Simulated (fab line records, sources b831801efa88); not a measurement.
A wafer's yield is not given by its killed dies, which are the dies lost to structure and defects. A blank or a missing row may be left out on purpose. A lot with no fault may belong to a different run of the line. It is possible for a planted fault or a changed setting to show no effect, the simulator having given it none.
Which tool was responsible? ; flow sky130 ; 42 wafers from 14 lots sampled at 5 of the route's 708 steps

== WHAT THE GAUGES READ, wafer by wafer ==
SKY_POLY_GATE_CD_MEAS_22.
lot;measured;on;cdNm (nm)
L292;day 16 01:38;cdSem-01;151.3 151.9 149.3
L293;day 16 10:49;cdSem-02;154.3 151.5 151.6
L294;day 16 22:19;cdSem-01;147.7 154.2 151.9
L295;day 17 07:40;cdSem-02;148.8 150.0 149.6
L296;day 18 13:52;cdSem-01;148.9 147.7 152.4
L297;day 18 20:22;cdSem-02;147.7 150.1 149.8
L304;day 20 22:10;cdSem-01;150.8 147.4 147.5
L307;day 21 23:08;cdSem-02;154.0 154.4 153.8
L308;day 22 00:26;cdSem-01;151.7 146.9 152.4
L310;day 22 19:01;cdSem-01;154.8 149.4 151.5
L312;day 23 14:47;cdSem-02;153.4 148.2 145.3
L311;day 23 20:09;cdSem-01;149.2 152.9 153.0
L313;day 24 13:45;cdSem-01;153.1 149.6 149.5
L315;day 24 20:27;cdSem-02;151.5 155.1 152.4

SKY_LDD_LDN_TW_MEAS_13.
lot;measured;on;LDD_LDN_TW
L292;day 22 09:46;filmMetro-04;1476 1481 1479
L293;day 22 20:37;filmMetro-01;1516 1512 1517
L294;day 23 07:57;filmMetro-03;1478 1485 1473
L295;day 23 17:19;filmMetro-03;1485 1477 1481
L296;day 24 23:02;filmMetro-04;1460 1465 1460
L297;day 25 06:40;filmMetro-04;1474 1473 1476
L304;day 27 06:12;filmMetro-03;1479 1472 1467
L307;day 28 04:05;filmMetro-03;30 30 30
L308;day 28 06:47;filmMetro-04;30 30 30
L310;day 28 21:58;filmMetro-01;1506 1510 1504
L312;day 29 15:25;filmMetro-04;1468 1470 1477
L311;day 29 22:44;filmMetro-03;1466 1476 1477
L313;day 30 14:05;filmMetro-04;1476 1466 1479
L315;day 30 20:41;filmMetro-04;1473 1474 1478

== EACH LOT AND THE TOOL THAT RAN IT (in order: tool; ch and the chambers of the sampled wafers; start) ==
lot;SKY_SONOS_ONO_STRIP_17;SKY_LDD_HVP_STRIP_09;SKY_LDD_LDN_STRIP_12
L292;plasmaAsher-04 ch 0,1, day 12 08:26;plasmaAsher-03 ch 0,1, day 21 02:15;plasmaAsher-04 ch 0,1, day 22 09:40
L293;plasmaAsher-04 ch 0,1, day 12 17:08;plasmaAsher-03 ch 0,1, day 21 13:27;plasmaAsher-02 ch 0,1, day 22 20:30
L294;plasmaAsher-02 ch 0,1, day 13 04:05;plasmaAsher-01 ch 0,1, day 22 01:40;plasmaAsher-02 ch 0,1, day 23 07:51
L295;plasmaAsher-02 ch 0,1, day 13 11:47;plasmaAsher-01 ch 0,1, day 22 10:45;plasmaAsher-01 ch 0,1, day 23 17:13
L296;plasmaAsher-01 ch 1, day 14 11:44;plasmaAsher-02 ch 0,1, day 23 16:41;plasmaAsher-02 ch 0,1, day 24 22:56
L297;plasmaAsher-01 ch 0,1, day 14 18:11;plasmaAsher-01 ch 0,1, day 24 00:00;plasmaAsher-01 ch 0,1, day 25 06:34
L304;plasmaAsher-04 ch 0,1, day 16 14:35;plasmaAsher-03 ch 0,1, day 26 01:11;plasmaAsher-02 ch 0,1, day 27 06:06
L307;plasmaAsher-04 ch 1, day 17 16:05;plasmaAsher-01 ch 0,1, day 26 23:08;plasmaAsher-01 ch 0, day 28 03:59
L308;plasmaAsher-01 ch 0,1, day 17 18:14;plasmaAsher-03 ch 0,1, day 27 01:26;plasmaAsher-01 ch 0,1, day 28 06:41
L310;plasmaAsher-01 ch 0,1, day 18 13:49;plasmaAsher-01 ch 0,1, day 27 16:59;plasmaAsher-04 ch 0,1, day 28 21:53
L312;plasmaAsher-01 ch 0,1, day 19 10:39;plasmaAsher-03 ch 0,1, day 28 11:02;plasmaAsher-04 ch 0,1, day 29 15:19
L311;plasmaAsher-01 ch 0,1, day 19 12:38;plasmaAsher-02 ch 0,1, day 28 18:14;plasmaAsher-04 ch 0,1, day 29 22:38
L313;plasmaAsher-04 ch 0,1, day 20 10:50;plasmaAsher-01 ch 0,1, day 29 10:05;plasmaAsher-01 ch 0,1, day 30 13:59
L315;plasmaAsher-04 ch 0,1, day 20 15:38;plasmaAsher-03 ch 0,1, day 29 16:47;plasmaAsher-02 ch 0,1, day 30 20:35
- SKY_SONOS_ONO_STRIP_17: strips in O2/N2.
- SKY_LDD_HVP_STRIP_09: strips in O2/N2.
- SKY_LDD_LDN_STRIP_12: strips in O2/N2.

== AS READ BY THE TOOLS THEMSELVES (means over the sampled wafers that have a number; for cases with no such wafer, the mark the record gives instead) ==
SKY_SONOS_ONO_STRIP_17.
lot;tool;chamberPressureMTorr (mTorr);drypumpMotorCurrentA (A);oesProductAu (a.u.);stripTimeToEndpointS (s)
L292;plasmaAsher-04;1499.2;5.1;0.708;14.04
L293;plasmaAsher-04;1499.2;5.1;0.711;14.08
L294;plasmaAsher-02;1498.8;6.3;0.708;14.20
L295;plasmaAsher-02;1500.2;6.1;0.709;14.11
L296;plasmaAsher-01;1499.9;5.0;0.709;14.10
L297;plasmaAsher-01;1499.8;5.4;0.705;14.10
L304;plasmaAsher-04;1499.7;5.4;0.714;14.11
L307;plasmaAsher-04;1500.6;5.8;0.708;14.11
L308;plasmaAsher-01;1500.7;5.2;0.711;14.05
L310;plasmaAsher-01;1500.2;5.2;0.708;14.13
L312;plasmaAsher-01;1499.8;5.5;0.710;14.11
L311;plasmaAsher-01;1499.6;5.2;0.713;14.05
L313;plasmaAsher-04;1501.1;5.4;0.710;14.07
L315;plasmaAsher-04;1498.4;5.4;0.711;14.08

SKY_LDD_HVP_STRIP_09.
lot;tool;chamberPressureMTorr (mTorr);drypumpMotorCurrentA (A);oesProductAu (a.u.);stripTimeToEndpointS (s)
L292;plasmaAsher-03;1498.3;5.4;0.404;4.128
L293;plasmaAsher-03;1500.3;5.4;0.404;4.140
L294;plasmaAsher-01;1501.4;5.4;0.408;4.139
L295;plasmaAsher-01;1499.0;5.5;0.409;4.150
L296;plasmaAsher-02;1499.7;6.1;0.406;4.134
L297;plasmaAsher-01;1500.1;5.2;0.406;4.134
L304;plasmaAsher-03;1500.9;5.4;0.408;4.136
L307;plasmaAsher-01;-;-;-;-
L308;plasmaAsher-03;-;-;-;-
L310;plasmaAsher-01;1499.8;5.2;0.410;4.130
L312;plasmaAsher-03;1499.8;5.4;0.410;4.138
L311;plasmaAsher-02;1499.8;6.1;0.409;4.161
L313;plasmaAsher-01;1498.3;5.5;0.411;4.156
L315;plasmaAsher-03;1500.5;5.4;0.414;4.150

SKY_LDD_LDN_STRIP_12.
lot;tool;chamberPressureMTorr (mTorr);drypumpMotorCurrentA (A);oesProductAu (a.u.);stripTimeToEndpointS (s)
L292;plasmaAsher-04;1500.7;5.1;0.716;14.17
L293;plasmaAsher-02;1500.6;6.1;0.713;14.13
L294;plasmaAsher-02;1499.2;6.1;0.716;14.24
L295;plasmaAsher-01;1500.2;5.4;0.717;14.21
L296;plasmaAsher-02;1499.9;6.1;0.717;14.19
L297;plasmaAsher-01;1500.7;5.2;0.712;14.19
L304;plasmaAsher-02;1498.3;6.1;0.717;14.16
L307;plasmaAsher-01;1499.8;5.7;0.718;18.78
L308;plasmaAsher-01;1500.2;5.4;0.717;18.71
L310;plasmaAsher-04;1499.8;5.1;0.712;14.20
L312;plasmaAsher-04;1500.8;5.4;0.715;14.20
L311;plasmaAsher-04;1500.1;5.1;0.717;14.15
L313;plasmaAsher-01;1500.1;5.2;0.716;14.20
L315;plasmaAsher-02;1499.8;6.1;0.715;14.21

== THE ANSWER, worked out from the rows above alone ==
Rule: usual is defined by the lots themselves. Put in order of their means at a reading, lots are off if they are a third of the lots or fewer, leave a main group of 4 or more, and stand apart from it by a gap of 3 or more times the standard deviation of the main group's means; of several such gaps the widest counts. Not used: any main group whose means are identical at the precision the tables above print for the reading. Also off: a lot with no number at a reading for which 4 or more lots have one. Where the step has rows for the other lots, those lots are counted as sound. First the gauges in route order, then the tools' own readings, where a lot's mean is used as printed above. At the first step where some lot is off, the reading lying furthest off is the one used; lots without a number count as furthest.
Off: L307, L308, at SKY_LDD_LDN_TW_MEAS_13 (LDD_LDN_TW). The main group has a mean of 1480 with a standard deviation of 15.
A tool fits if, at a process step before that reading, it ran every lot that is off, and no sound lot after the first of them. The gauges at SKY_LDD_LDN_TW_MEAS_13 aren't tried: what is off there is off at SKY_LDD_HVP_STRIP_09 too, on other tools, and a gauge's error can't cause that. Not one of the candidates tried fits.

== WHAT WAS PUT IN BY THE SIMULATOR ==
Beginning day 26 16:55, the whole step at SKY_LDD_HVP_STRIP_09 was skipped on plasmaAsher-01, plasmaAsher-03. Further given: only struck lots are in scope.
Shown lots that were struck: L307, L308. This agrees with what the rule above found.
